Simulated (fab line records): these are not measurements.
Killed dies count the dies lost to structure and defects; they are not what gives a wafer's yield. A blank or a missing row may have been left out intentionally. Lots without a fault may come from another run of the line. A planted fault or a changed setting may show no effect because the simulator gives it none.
Matching of chambers + flow gf180mcu + GF_CONTACT_ETCH_17 on rie diel-03 has 4 sister chambers
The step etches SiO2 in C4F8/O2/Ar, stops on CoSi2, target depth 860 nm. 7 wafers are shown with their chamber, then 7 later ones without.

## WAFERS PAIRED WITH THEIR CHAMBERS
| wafer  | chamber | oes product au (a.u.) |
|--------|---------|-----------------------|
| L627.3 | 0       | 0.811                 |
| L629.3 | 3       | 0.814                 |
| L632.1 | 1       | 0.816                 |
| L632.5 | 1       | 0.818                 |
| L634.4 | 2       | 0.816                 |
| L634.5 | 3       | 0.812                 |
| L635.3 | 2       | 0.815                 |

## WAFERS WITHOUT THEIR CHAMBER
| wafer  | oes product au (a.u.) |
|--------|-----------------------|
| L635.4 | 0.814                 |
| L644.1 | 0.811                 |
| L644.3 | 0.821                 |
| L644.6 | 0.811                 |
| L646.2 | 0.816                 |
| L646.3 | 0.812                 |
| L646.4 | 0.813                 |

## WHICH CHAMBER EACH WENT THROUGH
| wafer  | from the rows above               | in truth |
|--------|-----------------------------------|----------|
| L635.4 | can't be placed: 3 or 2 or 0 or 1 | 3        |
| L644.1 | can't be placed: 0 or 3           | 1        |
| L644.3 | can't be placed: 1 or 2           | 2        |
| L644.6 | can't be placed: 0 or 3           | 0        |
| L646.2 | can't be placed: 2 or 1           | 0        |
| L646.3 | can't be placed: 3 or 0           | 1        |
| L646.4 | can't be placed: 3 or 0           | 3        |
Correctly placed: 0 of 7. Unplaceable from these rows: 7, with the true chamber sitting among the candidates in 4. 0 placed wrongly.
How it was worked out, from the rows above alone: a wafer's distance from a chamber is the root of the sum, over the readings, of the square of ((its reading less the chamber's mean) divided by the reading's scatter). If the next closest chamber is less than 2 further off than the closest, the wafer can't be placed; otherwise it belongs to the closest. The mean given for a chamber averages the wafers shown for that chamber. The scatter: the root of (the sum of the squares of (reading less its chamber's mean) over the shown wafers, divided by (wafers less chambers)).
